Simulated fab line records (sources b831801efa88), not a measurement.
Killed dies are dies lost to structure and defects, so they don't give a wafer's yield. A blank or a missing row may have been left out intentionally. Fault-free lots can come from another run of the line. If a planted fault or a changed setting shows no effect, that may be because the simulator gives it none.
Split-lot trial -- flow sfqLine -- 27 wafers read across 5 lots, on a route 325 steps long

== THE SPLIT ITSELF ==
At SFQ_TRILAYER_M2_ETCH_METAL_ETCH_060 (etches Nb in Cl2/Ar, stops on SiO2, target depth 240 nm, time 120 s), the setting timeS was moved away from the recipe's 120 s on 6 of the 27 wafers read, by +25.7% to +34.1%. The other wafers ran this setting at the recipe's value.

The reading is taken at the split's own step.

== THE READING ==
SiO2_of_TRILAYER_I1_DEP_PECVD_045.thkNm (the simulator's own value, which no gauge read), in nm, at SFQ_TRILAYER_M2_ETCH_METAL_ETCH_060 (etches Nb in Cl2/Ar, stops on SiO2, target depth 240 nm, time 120 s). The file does not state a usual value for it. The 21 wafers here that ran the recipe average 193.1 nm, standard deviation 1.5 nm.

wafer,"tool, chamber at the split","timeS as run, s",against the recipe,"SiO2_of_TRILAYER_I1_DEP_PECVD_045.thkNm, nm",against lot-mates on the recipe
L074.4,"rieMetal-02, 0",120,recipe,195.8,-
L074.5,"rieMetal-02, 1",120,recipe,194,-
L074.6,"rieMetal-02, 0",120,recipe,193.4,-
L076.1,"rieMetal-02, 1",120,recipe,195.1,-
L076.2,"rieMetal-02, 0",120,recipe,193.1,-
L076.3,"rieMetal-02, 0",120,recipe,194.4,-
L076.4,"rieMetal-02, 1",120,recipe,192.2,-
L076.5,"rieMetal-02, 1",120,recipe,194.3,-
L076.6,"rieMetal-02, 0",120,recipe,192,-
L078.1,"rieMetal-01, 0",120,recipe,193.7,-
L078.2,"rieMetal-01, 1",120,recipe,193.9,-
L078.3,"rieMetal-01, 0",120,recipe,192.8,-
L078.4,"rieMetal-01, 1",120,recipe,190.1,-
L078.5,"rieMetal-01, 0",120,recipe,194.4,-
L078.6,"rieMetal-01, 1",120,recipe,192.8,-
L079.1,"rieMetal-04, 1",120,recipe,193.6,-
L079.2,"rieMetal-04, 0",120,recipe,193.1,-
L079.3,"rieMetal-04, 1",160.9,+34.1%,183.2,-10.1
L079.4,"rieMetal-04, 0",120,recipe,193.2,-
L079.5,"rieMetal-04, 1",160.9,+34.1%,186.2,-7.1
L079.6,"rieMetal-04, 0",160.9,+34.1%,184.4,-8.9
L084.1,"rieMetal-01, 1",150.8,+25.7%,186.5,-4.6
L084.2,"rieMetal-01, 0",150.8,+25.7%,186.7,-4.4
L084.3,"rieMetal-01, 0",120,recipe,189.1,-
L084.4,"rieMetal-01, 1",150.8,+25.7%,185.4,-5.7
L084.5,"rieMetal-01, 1",120,recipe,191.5,-
L084.6,"rieMetal-01, 0",120,recipe,192.8,-

THE FIT
A straight line over all 27 wafers: SiO2_of_TRILAYER_I1_DEP_PECVD_045.thkNm changes by -0.256 nm for each +1% of timeS; r = -0.92; the points scatter about the line by 1.5 nm.
The same after taking each lot's own level away (the mean of its wafers on the recipe; 27 wafers): -0.234 nm for each +1%; r = -0.92; scatter 1.3 nm.
The reading moves by 8 nm for the largest change in timeS, on that fit.
Across the lots, their own levels run from 191.13 to 194.40 nm, a range of 2.2 times the standard deviation given above.
So the lot-to-lot level changes the slope little: the two slopes agree.
Check: with one of the wafers moved furthest among these (+34.1%) left out of the fit, the line predicts -7.34 nm for it against its lot-mates. It came out at -10.1 nm against them.

== FURTHER SPLITS ON THESE WAFERS ==
Other splits were also applied to these wafers ahead of the reading. Each is held against what the fit with the lots' levels taken away leaves over:
other split on the same wafers,wafers away from the commonest value,r with SiO2_of_TRILAYER_I1_DEP_PECVD_045.thkNm (lot level and that fit taken away)
SFQ_TRILAYER_INCOMING_OXIDATION_002 oxTimeS,21,-0.13
SFQ_TRILAYER_M0_DEP_SPUTTER_019 timeS,12,+0.22
SFQ_TRILAYER_I0_DEP_PECVD_027 timeS,9,-0.02
SFQ_TRILAYER_M1_BARC_OPEN_METAL_ETCH_054 timeS,12,+0.01

== THE WHOLE CHAIN: every reading that the file lists as answering this split, in the file's order ==
step,what it does,reading,change (the file's fit),r (the file's)
SFQ_TRILAYER_M2_ETCH_METAL_ETCH_060,"etches Nb in Cl2/Ar, stops on SiO2, target depth 240 nm, time 120 s","KrF_of_TRILAYER_M2_LITHO_COAT_057.thkNm (the simulator's own value, which no gauge read)",-1.48 nm for each +1% of the setting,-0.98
SFQ_TRILAYER_M2_ETCH_METAL_ETCH_060,"etches Nb in Cl2/Ar, stops on SiO2, target depth 240 nm, time 120 s","SiO2_of_TRILAYER_I1_DEP_PECVD_045.thkNm (the simulator's own value, which no gauge read)",-0.233 nm for each +1% of the setting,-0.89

== THE FILE'S OWN FIT ==
SiO2_of_TRILAYER_I1_DEP_PECVD_045.thkNm changes by -0.233 nm for each +1% of timeS, r = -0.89.
